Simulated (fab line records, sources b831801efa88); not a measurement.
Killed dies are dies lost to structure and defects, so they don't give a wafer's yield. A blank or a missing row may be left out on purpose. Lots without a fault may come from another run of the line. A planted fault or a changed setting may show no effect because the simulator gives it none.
One fault seen from 2 desks | flow sky130 | each desk has only its own numbers; what lay behind them comes last

THE METROLOGY DESK
What the gauges read, lot by lot, whatever tool the lot ran on: means of the sampled wafers that have a number. A lot is out of limits, marked OUT, if its mean lies more than 4 standard deviations from the usual mean; the brackets give that distance.
Columns: A = DNWELL_TW at SKY_DNWELL_TW_MEAS_09, usual 1109; B = NWELL_TW at SKY_NWELL_TW_MEAS_15, usual 1815; C = LI_CONTACT_HDPCVD_THK at SKY_LI_CONTACT_THK_MEAS_01, usual 929 nm
lot  | first seen here | A    | B    | C
L903 | day 3 04:35     | 1114 | 1811 | 925
L906 | day 3 19:34     | 1112 | 1803 | 925
L907 | day 4 09:31     | 1104 | 1815 | 934
L908 | day 5 03:14     | 1102 | 1803 | 929
L909 | day 5 03:23     | 1117 | 1818 | 930
L910 | day 5 03:35     | 1106 | 1818 | 934
L911 | day 5 20:52     | 1101 | 1816 | 931
L912 | day 5 21:13     | 1101 | 1818 | 933
L913 | day 5 21:29     | 1117 | 1795 | 927
L924 | day 8 02:35     | 1104 | 1828 | 1020 (+10) OUT
L926 | day 8 11:01     | 1099 | 1819 | 982 (+6.1) OUT
This desk's finding: out of limits on L924, L926; first on L924, day 35 05:28 (LI_CONTACT_HDPCVD_THK at SKY_LI_CONTACT_THK_MEAS_01). In limits: L903, L906, L907, L908, L909, L910, L911, L912, L913.

THE TOOL OWNER'S DESK: hdpcvd-02
The tool's own readings at SKY_LI_CONTACT_HDPCVD_00 (deposits PSG, target thk 930 nm, time 155 s): means of the sampled wafers that have a number, for each lot that ran on this tool. A lot is out of limits, marked OUT, if its mean lies more than 4 standard deviations from the usual mean; the brackets give that distance.
Columns: A = run_length_s at SKY_LI_CONTACT_HDPCVD_00, usual 182.6 s
lot  | first seen here | A
L906 | day 28 21:11    | 183.1
L907 | day 29 06:03    | 182.9
L908 | day 30 22:19    | 183.1
L913 | day 32 08:10    | 183.1
L912 | day 32 10:12    | 183.2
L911 | day 32 12:48    | 183.0
L924 | day 35 05:21    | 197.2 (+26) OUT
L926 | day 35 14:04    | 190.0 (+13) OUT
This desk's finding: out of limits on L924, L926; first on L924, day 35 05:21 (run_length_s at SKY_LI_CONTACT_HDPCVD_00). In limits: L906, L907, L908, L913, L912, L911.

PUT TOGETHER
The tool owner's desk could have raised an alarm at day 35 05:21, on L924, L926.
The metrology desk could have raised an alarm at day 35 05:28, on L924, L926.
Of the lots named, all ran SKY_LI_CONTACT_HDPCVD_00 on hdpcvd-02.

WHAT THE SIMULATOR HAD PUT IN
Process parameter drift: hdpcvd-02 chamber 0, from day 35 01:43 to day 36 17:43, at SKY_LI_CONTACT_HDPCVD_00. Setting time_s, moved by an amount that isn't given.
Lots struck among those shown: L924, L926.
Hours from the fault's start to each desk's first reading out of limits: the tool owner's desk, 4; the metrology desk, 4.
